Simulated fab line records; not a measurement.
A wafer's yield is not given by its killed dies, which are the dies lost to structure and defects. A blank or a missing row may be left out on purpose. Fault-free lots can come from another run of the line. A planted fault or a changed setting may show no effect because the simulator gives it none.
Matching of chambers + flow sky130 + cmp-01 running SKY_FIELD_ISO_CMP_27: 4 sister chambers
The step polishes, stops on Si3N4, t overpolish 16 s, target thk 457.8 nm. 4 wafers are shown with their chamber, then 7 later ones without.

WAFERS PAIRED WITH THEIR CHAMBERS
| wafer  | chamber | motor_current_A (A) |
|--------|---------|---------------------|
| L820.5 | 2       | 10.7                |
| L826.6 | 1       | 10.2                |
| L829.1 | 3       | 14.2                |
| L829.3 | 0       | 11.3                |

WAFERS WITHOUT THEIR CHAMBER
| wafer  | motor_current_A (A) |
|--------|---------------------|
| L829.5 | 10.6                |
| L831.1 | 10.4                |
| L831.2 | 11.5                |
| L831.4 | 11.2                |
| L832.4 | 10.7                |
| L832.5 | 13.7                |
| L832.6 | 11.5                |

THE CHAMBER EACH PASSED THROUGH
| wafer  | from the rows above     | in truth                   |
|--------|-------------------------|----------------------------|
| L829.5 | can't be placed: 2 or 1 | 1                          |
| L831.1 | can't be placed: 1 or 2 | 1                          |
| L831.2 | 0                       | 0                          |
| L831.4 | can't be placed: 0 or 2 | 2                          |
| L832.4 | 2                       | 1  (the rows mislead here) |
| L832.5 | 3                       | 3                          |
| L832.6 | 0                       | 0                          |
Placed correctly: 3 of 7. Can't be placed from these rows: 3 (the true chamber is among the candidates in 3). Wrongly placed: 1.
How it was worked out, from the rows above alone: a wafer's distance from a chamber is the root of the sum, over the readings, of the square of ((its reading less the chamber's mean) divided by the reading's scatter). The wafer belongs to the nearest chamber; if the next one is less than 2 further off, it can't be placed. A chamber's mean is the mean of its shown wafers. The scatter (one wafer shown for each chamber): square how far every hidden wafer sits from the nearest shown wafer, average those squares and take the square root.
